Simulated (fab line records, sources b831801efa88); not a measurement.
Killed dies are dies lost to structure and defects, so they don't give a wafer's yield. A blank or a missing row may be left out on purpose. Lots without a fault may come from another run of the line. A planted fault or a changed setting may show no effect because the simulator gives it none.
fab line records | flow gf180mcu
record lots=24 wafers=72 last_day=34
route steps=602 shown V3@447 M4@461 V4@480 MIM@504
lots that met no fault: from a run of the same line without faults
start_h: hours from the record's first day to the start of the lot's first wafer shown | wait_h: hours since the lot's step before | " the same as in the row above | L1.1+2: a row that stands for several wafers | - no value, or no start given | * or withheld: withheld | < > ~ a bound
route shown NAME@n: a module of which the file shows steps, and the number in the route of the first | usual: mean/standard deviation of fault-free wafers | same: alike in all rows | chamber/n: place in a boat | sites: the reading at each site | _std_site: their standard deviation | _edge_site: outer sites' mean less inner sites' | radius_mm: how far each site lies from the wafer's centre | mask NAME#n: copy n | behind: the tool/chamber that last shaped the wafer | hold: why the lot was held/for how many hours/how that ended | device: the transistor (n, p or np) that didn't switch | end of line: the same wafers' tests at the end of the route | a step without rows: its recipe alone | killed: dies lost to structure and defects at the first sort, not the wafer's yield | map: a wafer's dies, x killed, . not, _ none there
set.NAME: the setting as run; set.NAME@STEP: as run at that earlier step | model.NAME: the simulator's own value behind a step, which no gauge read
steps of the route over a sample of lots; a table a step, a row a wafer
services: from which hour (start_h, from the record's first day; less than 0 if before it) a tool's chamber was out of use, for how many hours, and why
## steps
# step GF_V3_STRIP_18
# recipe chemistry=O2/N2 power_w=1400 pressure_mtorr=1500 platen_temp_c=250 o2_flow_sccm=3000 n2_flow_sccm=300 overash_fraction=0.5
# usual drypump_motor_current_A=6.2/0.4 heater_power_w=332/30 oes_product_au=0.592/0.0051
# columns lot.wafer tool chamber start_h wait_h drypump_motor_current_A heater_power_w oes_product_au rf_hours_counter_h
L074.1 plasma_asher-02 1 503.81 - 6.3 341 0.590 86
L074.4 " 1 " " 6.3 340 0.600 -
L074.6 " 0 " " 5.3 341 0.596 -
L075.1 plasma_asher-01 1 516.86 - 6.3 365 0.595 8
L075.2 " 0 " " 6.6 329 0.595 8
L075.4 " 0 " " 6.7 317 0.599 -
L076.2 plasma_asher-01 1 525.86 - 6.3 377 0.582 9
L076.4 " 0 " " 6.6 323 0.586 -
L076.6 " 0 " " 6.6 319 0.589 -
L077.2 plasma_asher-04 1 534.91 - 5.9 296 0.595 75
L077.4 " 1 " " 5.9 292 0.595 -
L077.5 " 0 " " 6.0 296 0.597 -
L078.2 plasma_asher-02 1 541.73 - 6.3 341 0.595 90
L078.3 " 0 " " 5.4 335 0.598 -
L078.4 " 1 " " 6.3 342 0.595 -
L079.3 plasma_asher-02 1 548.59 - 6.3 340 0.600 -
L079.4 " 0 " " 5.4 335 0.593 -
L079.5 " 1 " " 6.3 339 0.592 -
L080.1 plasma_asher-04 1 566.73 - 6.0 293 0.596 77
L080.3 " 0 " " 6.0 278 0.597 -
L080.6 " 0 " " 5.9 287 0.599 -
L081.2 plasma_asher-02 1 581.43 - 6.3 344 0.590 95
L081.4 " 1 " " 6.3 339 0.599 -
L081.5 " 0 " " 5.4 352 0.591 -
L082.1 plasma_asher-04 1 585.56 - 6.0 297 0.590 79
L082.2 " 0 " " 6.0 290 0.592 79
L082.6 " 0 " " 6.0 285 0.592 -
L083.1 plasma_asher-02 0 604.61 - 5.4 344 0.592 97
L083.2 " 1 " " 6.3 338 0.596 97
L083.5 " 1 " " 6.3 343 0.588 -
L084.3 plasma_asher-02 1 617.46 - 6.3 338 0.594 -
L084.5 " 1 " " 6.3 352 0.588 -
L084.6 " 0 " " 5.3 344 0.597 -
L086.1 plasma_asher-04 0 621.91 - 6.0 288 0.593 83
L086.3 " 1 " " 6.0 291 0.587 -
L086.6 " 1 " " 6.0 289 0.595 -
L085.1 plasma_asher-01 1 622.26 - 6.2 373 0.595 19
L085.4 " 1 " " 6.2 378 0.591 -
L085.6 " 0 " " 6.6 310 0.596 -
L088.2 plasma_asher-01 0 626.65 - 6.7 312 0.586 20
L088.3 " 1 " " 6.3 376 0.591 -
L088.6 " 1 " " 6.2 372 0.592 -
L087.1 plasma_asher-01 0 628.68 - 6.6 325 0.588 20
L087.2 " 1 " " 6.3 372 0.589 20
L087.4 " 0 " " 6.6 322 0.592 -
L089.2 plasma_asher-04 0 642.46 - 6.0 293 0.590 85
L089.3 " 1 " " 6.0 294 0.587 -
L089.4 " 0 " " 6.0 287 0.598 -
L090.1 plasma_asher-04 1 643.51 - 6.0 292 0.592 85
L090.3 " 0 " " 5.9 291 0.589 -
L090.4 " 1 " " 6.0 301 0.599 -
L091.1 plasma_asher-01 0 655.31 - 6.6 329 0.592 23
L091.2 " 1 " " 6.3 376 0.588 23
L091.5 " 0 " " 6.7 316 0.595 -
L092.1 plasma_asher-01 0 656.51 - 6.7 328 0.589 23
L092.3 " 1 " " 6.3 380 0.593 -
L092.4 " 0 " " 6.7 316 0.587 -
L093.1 plasma_asher-01 1 662.96 - 6.3 385 0.592 24
L093.2 " 0 " " 6.6 318 0.588 24
L093.6 " 1 " " 6.3 366 0.598 -
L094.1 plasma_asher-02 1 667.01 - 6.3 349 0.586 104
L094.3 " 0 " " 5.3 346 0.591 -
L094.6 " 0 " " 5.3 337 0.589 -
L095.2 plasma_asher-01 1 672.96 - 6.3 377 0.592 25
L095.3 " 0 " " 6.7 310 0.609 -
L095.5 " 0 " " 6.7 321 0.593 -
L096.1 plasma_asher-01 0 681.18 - 6.6 322 0.589 25
L096.3 " 0 " " 6.6 318 0.589 -
L096.4 " 1 " " 6.3 368 0.597 -
L097.2 plasma_asher-01 1 688.91 - 6.3 374 0.592 26
L097.4 " 0 " " 6.7 325 0.605 -
L097.6 " 1 " " 6.3 382 0.593 -
# step GF_M4_RS_MEAS_05
# recipe thk_meas_gauge=four-point-probe reads=TiN_of_M4_SPUTTER_04+Ti_of_M4_SPUTTER_03+AlCu_of_M4_SPUTTER_02+TiN_of_M4_SPUTTER_01+Ti_of_M4_SPUTTER_00
# usual M4_ALCU_RS=0.0697/0.0009
# columns lot.wafer tool chamber start_h wait_h M4_ALCU_RS[ohm/sq]
L074.1 film_metro-03 - 505.25 0.0 0.0679
L074.4 " - " " 0.0691
L074.6 " - " " 0.0684
L075.1 film_metro-02 - 518.34 0.0 0.0699
L075.2 " - " " 0.0694
L075.4 " - " " 0.0708
L076.2 film_metro-02 - 527.36 0.0 0.0690
L076.4 " - " " 0.0694
L076.6 " - " " 0.0687
L077.2 film_metro-01 - 536.63 0.0 0.0684
L077.4 " - " " 0.0681
L077.5 " - " " 0.0681
L078.2 film_metro-03 - 543.31 0.0 0.0694
L078.3 " - " " 0.0697
L078.4 " - " " 0.0691
L079.3 film_metro-01 - 550.05 0.1 0.0703
L079.4 " - " " 0.0709
L079.5 " - " " 0.0695
L080.1 film_metro-01 - 568.21 0.0 0.0714
L080.3 " - " " 0.0705
L080.6 " - " " 0.0709
L081.2 film_metro-02 - 582.89 0.0 0.0700
L081.4 " - " " 0.0699
L081.5 " - " " 0.0692
L082.1 film_metro-01 - 587.00 0.0 0.0700
L082.2 " - " " 0.0689
L082.6 " - " " 0.0698
L083.1 film_metro-02 - 606.05 0.0 0.0707
L083.2 " - " " 0.0693
L083.5 " - " " 0.0689
L084.3 film_metro-01 - 618.91 0.1 0.0713
L084.5 " - " " 0.0701
L084.6 " - " " 0.0704
L086.1 film_metro-03 - 623.35 0.0 0.0702
L086.3 " - " " 0.0691
L086.6 " - " " 0.0707
L085.1 film_metro-01 - 623.74 0.0 0.0692
L085.4 " - " " 0.0690
L085.6 " - " " 0.0699
L088.2 film_metro-01 - 628.26 0.0 0.0689
L088.3 " - " " 0.0701
L088.6 " - " " 0.0700
L087.1 film_metro-02 - 630.20 0.0 0.0693
L087.2 " - " " 0.0694
L087.4 " - " " 0.0693
L089.2 film_metro-02 - 643.93 0.0 0.0697
L089.3 " - " " 0.0697
L089.4 " - " " 0.0698
L090.1 film_metro-01 - 644.95 0.0 0.0692
L090.3 " - " " 0.0691
L090.4 " - " " 0.0685
L091.1 film_metro-02 - 656.78 0.0 0.0715
L091.2 " - " " 0.0707
L091.5 " - " " 0.0713
L092.1 film_metro-02 - 657.95 0.0 0.0705
L092.3 " - " " 0.0703
L092.4 " - " " 0.0690
L093.1 film_metro-02 - 664.40 0.0 0.0696
L093.2 " - " " 0.0683
L093.6 " - " " 0.0696
L094.1 film_metro-02 - 668.49 0.0 0.0697
L094.3 " - " " 0.0707
L094.6 " - " " 0.0713
L095.2 film_metro-02 - 674.46 0.0 0.0715
L095.3 " - " " 0.0713
L095.5 " - " " 0.0710
L096.1 film_metro-01 - 682.62 0.0 0.0689
L096.3 " - " " 0.0683
L096.4 " - " " 0.0687
L097.2 film_metro-01 - 690.37 0.0 0.0694
L097.4 " - " " 0.0699
L097.6 " - " " 0.0702
# step GF_M4_PEB_12
# recipe peb_temp_c=135 peb_time_s=93.74 resist=KrF
# usual plate_sensor_t_centre_C=136.13/0.0098 plate_sensor_t_edge_C=136.29/0.0096
# columns lot.wafer tool chamber start_h wait_h plate_sensor_t_centre_C plate_sensor_t_edge_C
L074.1 litho_track-04 0 - - 136.15 136.28
L074.4 " 0 " " 136.14 136.3
L074.6 " 0 " " 136.14 136.31
L075.1 litho_track-01 0 - - 136.12 136.28
L075.2 " 0 " " 136.14 136.3
L075.4 " 0 " " 136.14 136.3
L076.2 litho_track-04 0 - - 136.12 136.29
L076.4 " 0 " " 136.13 136.29
L076.6 " 0 " " 136.12 136.29
L077.2 litho_track-04 0 - - 136.14 136.3
L077.4 " 0 " " 136.14 136.29
L077.5 " 0 " " 136.14 136.29
L078.2 litho_track-03 0 - - 136.12 136.3
L078.3 " 0 " " 136.15 136.28
L078.4 " 0 " " 136.13 136.29
L079.3 litho_track-04 0 - - 136.13 136.3
L079.4 " 0 " " 136.12 136.3
L079.5 " 0 " " 136.13 136.3
L080.1 litho_track-03 0 - - 136.12 136.28
L080.3 " 0 " " 136.13 136.28
L080.6 " 0 " " 136.14 136.31
L081.2 litho_track-04 0 - - 136.12 136.28
L081.4 " 0 " " 136.13 136.29
L081.5 " 0 " " 136.13 136.3
L082.1 litho_track-04 0 - - 136.14 136.31
L082.2 " 0 " " 136.14 136.3
L082.6 " 0 " " 136.11 136.28
L083.1 litho_track-04 0 - - 136.12 136.29
L083.2 " 0 " " 136.12 136.29
L083.5 " 0 " " 136.12 136.29
L084.3 litho_track-03 0 - - 136.12 136.29
L084.5 " 0 " " 136.13 136.28
L084.6 " 0 " " 136.13 136.3
L086.1 litho_track-01 0 - - 136.11 136.3
L086.3 " 0 " " 136.12 136.28
L086.6 " 0 " " 136.12 136.28
L085.1 litho_track-01 0 - - 136.12 136.3
L085.4 " 0 " " 136.13 136.29
L085.6 " 0 " " 136.12 136.28
L088.2 litho_track-01 0 - - 136.14 136.28
L088.3 " 0 " " 136.11 136.3
L088.6 " 0 " " 136.13 136.28
L087.1 litho_track-01 0 - - 136.14 136.29
L087.2 " 0 " " 136.13 136.3
L087.4 " 0 " " 136.12 136.29
L089.2 litho_track-03 0 - - 136.13 136.29
L089.3 " 0 " " 136.14 136.29
L089.4 " 0 " " 136.13 136.31
L090.1 litho_track-04 0 - - 136.15 136.28
L090.3 " 0 " " 136.12 136.29
L090.4 " 0 " " 136.15 136.31
L091.1 litho_track-04 0 - - 136.13 136.29
L091.2 " 0 " " 136.13 136.3
L091.5 " 0 " " 136.12 136.31
L092.1 litho_track-04 0 - - 136.11 136.3
L092.3 " 0 " " 136.12 136.29
L092.4 " 0 " " 136.12 136.3
L093.1 litho_track-03 0 - - 136.15 136.29
L093.2 " 0 " " 136.14 136.29
L093.6 " 0 " " 136.13 136.27
L094.1 litho_track-04 0 - - 136.13 136.29
L094.3 " 0 " " 136.12 136.3
L094.6 " 0 " " 136.14 136.31
L095.2 litho_track-03 0 - - 136.12 136.27
L095.3 " 0 " " 136.12 136.3
L095.5 " 0 " " 136.13 136.31
L096.1 litho_track-03 0 - - 136.14 136.29
L096.3 " 0 " " 136.14 136.3
L096.4 " 0 " " 136.13 136.29
L097.2 litho_track-01 0 - - 136.13 136.29
L097.4 " 0 " " 136.12 136.29
L097.6 " 0 " " 136.13 136.3
# step GF_M4_CD_MEAS_14
# recipe target_cd_nm=280
# usual cd_nm=280.1/1.2
# columns lot.wafer tool chamber start_h wait_h cd_nm
L074.1 cd_sem-01 - 529.37 0.1 279.2
L074.4 " - " " 278.7
L074.6 " - " " 277.9
L075.1 cd_sem-02 - 540.94 0.1 280.1
L075.2 " - " " 280.3
L075.4 " - " " 280.7
L076.2 cd_sem-01 - 549.94 0.1 280.9
L076.4 " - " " 281.1
L076.6 " - " " 280.9
L077.2 cd_sem-01 - 559.69 0.1 280.6
L077.4 " - " " 281.1
L077.5 " - " " 280.6
L078.2 cd_sem-01 - 565.89 0.1 280.8
L078.3 " - " " 279.4
L078.4 " - " " 279.7
L079.3 cd_sem-02 - 572.41 0.1 279.5
L079.4 " - " " 278.4
L079.5 " - " " 279.3
L080.1 cd_sem-02 - 589.67 0.1 282.2
L080.3 " - " " 282.3
L080.6 " - " " 282.7
L081.2 cd_sem-02 - 603.99 0.1 280.1
L081.4 " - " " 279.9
L081.5 " - " " 279.4
L082.1 cd_sem-01 - 607.77 0.1 279.9
L082.2 " - " " 279.1
L082.6 " - " " 279.7
L083.1 cd_sem-01 - 627.02 0.1 282.2
L083.2 " - " " 280.8
L083.5 " - " " 283.0
L084.3 cd_sem-01 - 638.31 0.1 279.5
L084.5 " - " " 280.6
L084.6 " - " " 280.2
L086.1 cd_sem-02 - 643.14 0.1 280.5
L086.3 " - " " 280.6
L086.6 " - " " 280.9
L085.1 cd_sem-01 - 643.49 0.1 280.1
L085.4 " - " " 279.8
L085.6 " - " " 279.9
L088.2 cd_sem-02 - 648.36 0.1 280.1
L088.3 " - " " 280.3
L088.6 " - " " 279.5
L087.1 cd_sem-02 - 650.34 0.1 279.9
L087.2 " - " " 280.6
L087.4 " - " " 280.3
L089.2 cd_sem-01 - 663.04 0.1 279.5
L089.3 " - " " 279.2
L089.4 " - " " 279.9
L090.1 cd_sem-01 - 664.72 0.1 279.1
L090.3 " - " " 276.2
L090.4 " - " " 277.8
L091.1 cd_sem-01 - 675.62 0.1 279.1
L091.2 " - " " 278.5
L091.5 " - " " 279.9
L092.1 cd_sem-01 - 676.27 0.1 279.6
L092.3 " - " " 280.0
L092.4 " - " " 280.0
L093.1 cd_sem-01 - 682.92 0.1 278.2
L093.2 " - " " 279.6
L093.6 " - " " 277.8
L094.1 cd_sem-01 - 687.09 0.2 279.9
L094.3 " - " " 280.4
L094.6 " - " " 281.0
L095.2 cd_sem-01 - 692.99 0.1 280.7
L095.3 " - " " 279.8
L095.5 " - " " 280.7
L096.1 cd_sem-01 - 700.82 0.1 280.1
L096.3 " - " " 280.8
L096.4 " - " " 280.2
L097.2 cd_sem-01 - 708.01 0.1 280.3
L097.4 " - " " 280.9
L097.6 " - " " 280.9
# step GF_V4_CMP_04
# recipe material=SiO2 down_force_psi=4 platen_rpm=60 pad_velocity_m_s=0.94248
# usual motor_current_A=13.0/1.3 platen_rpm=60.00/0.036 slurry_filter_dp_kPa=13.49/0.15 time_to_endpoint_s=77/6.3
# columns lot.wafer tool chamber start_h wait_h motor_current_A platen_rpm slurry_filter_dp_kPa time_to_endpoint_s
L074.4 cmp-01 0 530.52 0.1 10.6 59.97 13.45 91
L074.1 " 1 " " 13.0 59.94 13.50 79
L074.6 " 0 " " 11.2 59.96 13.62 91
L075.1 cmp-01 0 542.09 0.1 10.8 59.99 13.43 85
L075.4 " 1 " " 13.5 59.95 13.24 77
L075.2 " 3 " " 12.8 60.00 13.77 82
L076.4 cmp-02 1 551.06 0.1 11.2 59.99 13.54 70
L076.2 " 2 " " 12.5 60.02 13.43 70
L076.6 " 0 " " 12.5 59.95 13.47 78
L077.4 cmp-02 3 560.76 0.0 15.0 59.97 13.31 79
L077.2 " 1 " " 11.3 60.02 13.48 81
L077.5 " 0 " " 12.5 59.97 13.31 83
L078.3 cmp-02 1 567.02 0.0 11.4 60.04 13.51 71
L078.2 " 3 " " 15.3 60.04 13.60 75
L078.4 " 0 " " 12.6 60.02 13.43 82
L079.4 cmp-02 3 575.95 2.5 15.0 59.91 13.57 76
L079.3 " 2 " " 12.5 59.99 13.46 78
L079.5 " 3 " " 14.9 59.96 13.38 78
L080.3 cmp-02 3 590.82 0.0 15.0 60.03 13.06 63
L080.1 " 0 " " 12.8 59.97 13.52 64
L080.6 " 0 " " 12.8 60.03 13.39 68
L081.2 cmp-02 0 605.10 0.0 12.1 60.04 13.72 73
L081.4 " 2 " " 13.1 59.99 13.62 82
L081.5 " 0 " " 12.9 60.05 13.41 74
L082.2 cmp-02 0 609.05 0.0 12.8 59.96 13.72 73
L082.1 " 2 " " 13.3 60.01 13.35 73
L082.6 " 0 " " 12.4 59.99 13.20 71
L083.1 cmp-01 0 628.18 0.1 11.3 59.95 13.34 93
L083.2 " 1 " " 13.2 59.97 13.84 75
L083.5 " 0 " " 11.7 60.00 13.17 90
L084.3 cmp-02 2 639.48 0.1 13.3 60.05 13.87 77
L084.5 " 0 " " 12.8 60.01 13.58 75
L084.6 " 1 " " 11.4 60.01 13.26 73
L086.3 cmp-02 3 644.27 0.1 15.2 59.96 13.68 70
L086.1 " 0 " " 12.3 59.89 13.66 69
L086.6 " 3 " " 15.1 60.02 13.19 74
L085.4 cmp-02 0 644.62 0.1 12.9 60.02 13.30 82
L085.1 " 1 " " 12.1 60.01 13.48 70
L085.6 " 3 " " 15.6 60.02 13.38 82
L088.3 cmp-01 2 649.42 0.0 14.9 60.02 13.27 76
L088.2 " 0 " " 11.4 59.97 13.56 77
L088.6 " 3 " " 13.6 60.00 13.25 82
L087.1 cmp-01 1 651.62 0.2 13.6 59.97 13.34 79
L087.2 " 2 " " 14.0 59.96 13.40 82
L087.4 " 3 " " 13.4 59.98 13.22 88
L089.2 cmp-01 0 664.24 0.0 11.5 60.03 13.50 84
L089.3 " 2 " " 15.3 59.96 13.60 77
L089.4 " 3 " " 13.2 60.04 13.12 78
L090.3 cmp-01 2 665.80 0.0 15.2 60.01 13.63 77
L090.1 " 3 " " 13.0 60.01 13.51 75
L090.4 " 1 " " 12.6 60.00 13.30 76
L091.1 cmp-01 1 676.70 0.1 13.5 59.98 13.44 74
L091.2 " 2 " " 14.8 59.99 13.49 72
L091.5 " 2 " " 14.4 60.00 13.58 80
L092.3 cmp-01 3 677.38 0.0 13.1 59.98 13.59 73
L092.4 " 0 " " 11.0 60.00 13.53 81
L092.1 " 2 " " 13.9 60.00 13.54 79
L093.1 cmp-02 2 684.13 0.1 13.3 59.93 13.49 68
L093.2 " 0 " " 12.5 60.04 13.50 67
L093.6 " 2 " " 13.1 59.98 13.41 81
L094.3 cmp-02 3 688.27 0.1 14.7 60.02 13.50 69
L094.1 " 0 " " 12.7 59.97 13.54 69
L094.6 " 2 " " 13.0 59.96 13.63 75
L095.2 cmp-01 3 694.28 0.1 13.0 60.06 13.28 77
L095.3 " 0 " " 11.5 60.05 13.50 81
L095.5 " 1 " " 13.4 59.90 13.43 75
L096.3 cmp-02 2 701.95 0.1 12.8 60.00 13.39 74
L096.4 " 3 " " 15.8 59.99 13.46 78
L096.1 " 0 " " 12.9 60.07 13.39 72
L097.4 cmp-02 2 709.28 0.2 13.3 59.96 13.56 88
L097.2 " 3 " " 15.2 59.95 13.49 75
L097.6 " 3 " " 15.1 60.02 13.24 78
# step GF_MIM_SPUTTER_01
# recipe material=TiN target_thk_nm=30 power_w=6500 time_s=25 chamber_pressure_pa=0.4
# usual throttle_valve_pct=30.3/0.83
# columns lot.wafer tool chamber start_h wait_h throttle_valve_pct
L074.1 pvd_sputter-04 - 554.69 0.1 31.1
L074.4 " - " " 31.3
L074.6 " - " " 31.0
L075.1 pvd_sputter-03 - 566.30 0.1 30.9
L075.2 " - " " 29.8
L075.4 " - " " 30.2
L076.2 pvd_sputter-03 - 576.65 0.1 29.7
L076.4 " - " " 30.3
L076.6 " - " " 30.1
L077.2 pvd_sputter-04 - 584.58 0.1 28.7
L077.4 " - " " 30.9
L077.5 " - " " 31.0
L078.2 pvd_sputter-04 - 590.83 0.1 31.0
L078.3 " - " " 28.8
L078.4 " - " " 31.1
L079.3 pvd_sputter-04 - 598.51 0.1 31.0
L079.4 " - " " 28.9
L079.5 " - " " 30.7
L080.1 pvd_sputter-04 - 613.10 0.1 31.2
L080.3 " - " " 30.9
L080.6 " - " " 30.8
L081.2 pvd_sputter-03 - 627.93 0.1 29.3
L081.4 " - " " 29.4
L081.5 " - " " 30.3
L082.1 pvd_sputter-04 - 631.93 0.1 28.9
L082.2 " - " " 30.8
L082.6 " - " " 30.7
L083.1 pvd_sputter-03 - 650.43 0.1 30.0
L083.2 " - " " 29.7
L083.5 " - " " 31.0
L084.3 pvd_sputter-01 - 661.19 0.1 31.5
L084.5 " - " " 29.1
L084.6 " - " " 29.7
L086.1 pvd_sputter-01 - 666.37 0.1 31.2
L086.3 " - " " 29.7
L086.6 " - " " 29.8
L085.1 pvd_sputter-04 - 666.66 0.1 30.7
L085.4 " - " " 28.7
L085.6 " - " " 31.1
L088.2 pvd_sputter-01 - 669.92 0.1 29.4
L088.3 " - " " 31.2
L088.6 " - " " 31.5
L087.1 pvd_sputter-04 - 672.52 0.1 31.1
L087.2 " - " " 28.5
L087.4 " - " " 30.7
L089.2 pvd_sputter-03 - 685.68 0.1 30.1
L089.3 " - " " 29.7
L089.4 " - " " 30.9
L090.1 pvd_sputter-03 - 686.90 0.1 30.0
L090.3 " - " " 29.6
L090.4 " - " " 31.1
L092.1 pvd_sputter-03 - 697.90 0.1 30.1
L092.3 " - " " 29.8
L092.4 " - " " 31.2
L091.1 pvd_sputter-01 - 698.11 0.1 29.9
L091.2 " - " " 29.6
L091.5 " - " " 29.9
L093.1 pvd_sputter-03 - 704.46 0.1 30.2
L093.2 " - " " 29.6
L093.6 " - " " 29.5
L094.1 pvd_sputter-04 - 708.48 0.1 28.7
L094.3 " - " " 30.9
L094.6 " - " " 30.8
L095.2 pvd_sputter-04 - 714.39 0.1 30.9
L095.3 " - " " 30.8
L095.5 " - " " 30.8
L096.1 pvd_sputter-04 - 722.15 0.1 31.3
L096.3 " - " " 28.5
L096.4 " - " " 30.8
L097.2 pvd_sputter-04 - 729.70 0.1 28.3
L097.4 " - " " 31.1
L097.6 " - " " 30.8
## services
# columns tool chamber start_h hours kind
pvd_sputter-03 - 483.07 3.2 repair
pvd_sputter-01 - 511.26 1.5 repair
plasma_asher-01 - 511.61 3.8 repair
pvd_sputter-04 - 515.99 0.7 repair
cmp-02 - 516.30 0.8 repair
cmp-01 - 534.21 2.7 repair
cmp-01 - 538.77 2.3 repair
cmp-01 - 542.53 2.7 repair
plasma_asher-04 - 547.87 14.6 pm
pvd_sputter-04 2 548.86 - consumable_replace:kit
pvd_sputter-04 2 548.86 18.0 scheduled_down
pvd_sputter-04 2 548.86 18.0 vent_cycle
cmp-01 - 572.25 4.0 pm
cmp-01 - 576.25 - consumable_replace:conditioner
plasma_asher-01 - 590.82 1.9 repair
pvd_sputter-04 - 601.19 1.1 repair
pvd_sputter-03 - 617.45 0.5 repair
cmp-01 - 640.03 2.8 repair
cmp-01 - 668.38 4.9 pm
plasma_asher-02 - 684.72 2.8 pm
cmp-02 - 700.98 0.5 repair
cmp-01 - 706.87 5.2 repair
pvd_sputter-03 - 715.53 5.8 repair
pvd_sputter-04 - 718.45 0.8 repair
## key
fault none
